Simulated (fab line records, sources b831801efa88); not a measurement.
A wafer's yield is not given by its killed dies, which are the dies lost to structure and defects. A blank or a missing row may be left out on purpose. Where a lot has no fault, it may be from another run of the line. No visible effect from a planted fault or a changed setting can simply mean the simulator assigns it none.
Matching of chambers | flow sfqLine | SFQ_TRILAYER_I4_DEP_PECVD_099 on pecvd-04: 3 sister chambers
The step deposits SiO2 from SiH4/N2O, time 111.11 s, target thk 500 nm. 6 wafers are shown with their chamber, then 8 later ones without.

== WAFERS PAIRED WITH THEIR CHAMBERS ==
wafer  | chamber | throttleValvePct (%) | heaterPowerW (W)
L556.1 | 0       | 22.8                 | 99
L556.4 | 0       | 22.7                 | 102
L563.1 | 1       | 23.4                 | 88
L563.3 | 2       | 25.2                 | 77
L563.4 | 1       | 23.4                 | 89
L564.2 | 2       | 25.1                 | 89

== WAFERS WHOSE CHAMBER IS MISSING ==
wafer  | throttleValvePct (%) | heaterPowerW (W)
L564.5 | 25.0                 | 76
L564.6 | 23.4                 | 80
L571.1 | 23.1                 | 101
L571.4 | 23.3                 | 102
L571.5 | 25.2                 | 84
L576.1 | 23.2                 | 103
L576.3 | 23.8                 | 91
L576.5 | 25.0                 | 78

== WHICH CHAMBER EACH WENT THROUGH ==
wafer  | from the rows above     | in truth
L564.5 | 2                       | 2
L564.6 | 1                       | 1
L571.1 | can't be placed: 1 or 0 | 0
L571.4 | 1                       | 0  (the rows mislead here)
L571.5 | 2                       | 2
L576.1 | 1                       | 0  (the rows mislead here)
L576.3 | 1                       | 1
L576.5 | 2                       | 2
Correct placement for 5 of the 8. Cannot be placed on the basis of these rows: 1; the candidates contain the true chamber in 1. Placed wrongly: 2.
How it was worked out, from the rows above alone: a wafer's distance from a chamber is the root of the sum, over the readings, of the square of ((its reading less the chamber's mean) divided by the reading's scatter). If the next closest chamber is less than 2 further off than the closest, the wafer can't be placed; otherwise it belongs to the closest. The mean given for a chamber averages the wafers shown for that chamber. The scatter: take each reading less its chamber's mean, square it, sum over the shown wafers, divide by the number of wafers less the number of chambers, and take the root.
